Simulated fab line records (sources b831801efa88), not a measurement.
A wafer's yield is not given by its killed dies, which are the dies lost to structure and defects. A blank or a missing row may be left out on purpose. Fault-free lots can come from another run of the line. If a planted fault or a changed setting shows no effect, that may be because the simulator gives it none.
8D (eight disciplines) problem report, filled in by code	flow gf180mcu	the parts of the form that need people (team, actions taken, sign-off) are left out

== 1. PROBLEM STATEMENT ==
Wafers without a fault read 849.99 C, standard deviation 0.076; tube center temp C at GF_DUAL_GATE_OXIDATION_15 reads a mean of 855.00 C on 6 wafers belonging to 2 lots. That is +66 standard deviations from the usual mean.
The step: stabilise 600 s, purge 300 s, target thk 7.098 nm.
The first sign was on wafer L688.4 at day 11 07:51, on furnace-01. The record has a number at this step for 33 wafers belonging to 11 lots. Rule for "out", or "out of limits": more than 4 standard deviations from the usual mean. All remaining wafers that have a number are taken as sound.

== 2. WHAT IT IS, WHAT IT ISN'T ==
question	is	is not
which readings at this step	tube center temp C, tube_center_temp_C_max	zone power centre pct, zone power lower pct
which lots	L688, L689	L678, L681, L693, L694, L696, L698, L699, L700, L701
which wafers of those lots	all that have a number	-
read on which tools	furnace-01	furnace-02
when	from day 11 07:51	up to then (6 sound wafers); but 21 sound wafers of L693, L694, L696, L698, L699, L700, L701 came after

== 3. SUSPECTS, AND WHAT RULES EACH OUT ==
Counting: any tool at a process step up to the reading is kept as a suspect provided that every lot that is out went through it and no sound lot did after the first of them.
- furnace-01 at GF_DUAL_GATE_OXIDATION_15 (stabilise 600 s, purge 300 s, target thk 7.098 nm): ruled out as a lasting fault. The sound lots L696, L698, L700 went through it after L688, its earliest lot that is out (day 11 07:51).
Left after counting: nothing in the record.

== 4. THE CAUSE (what the simulator had put in) ==
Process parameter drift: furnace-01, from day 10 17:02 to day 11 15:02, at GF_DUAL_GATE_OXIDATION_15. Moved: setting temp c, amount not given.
Counting ruled it out, wrongly.

== 5. THE EFFECT CHAIN, in route order ==
One row per reading whose mean, taken over the struck wafers that have a number, lies over 3 standard deviations from the usual. Only readings whose record carries a usual standard deviation are examined. hours: median over the lots of the time between each lot's start at the first step of this table that gives one and its start at this step. sigmas: the change, counted in usual standard deviations.
hours	step	reading	usual	on struck wafers	change	sigmas
0	GF_DUAL_GATE_OXIDATION_15	spike tc centre C	850.5 C	856.1	+5.6	+4.3
0	GF_DUAL_GATE_OXIDATION_15	spike tc lower C	851.2 C	856.6	+5.4	+4.9
0	GF_DUAL_GATE_OXIDATION_15	spike tc top C	864.4 C	869.6	+5.2	+4.7
0	GF_DUAL_GATE_OXIDATION_15	tube center temp C	849.99 C	855.00	+5.01	+66
0	GF_DUAL_GATE_OXIDATION_15	tube_center_temp_C_max	852.2	857.2	+5.0	+14
It contains these process steps:
- GF_DUAL_GATE_OXIDATION_15: stabilise 600 s, purge 300 s, target thk 7.098 nm.

== 6. HOW IT WOULD HAVE BEEN CAUGHT EARLIER ==
First out-of-limits reading in this record: day 11 07:51, which is 15 hours after fault onset at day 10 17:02.
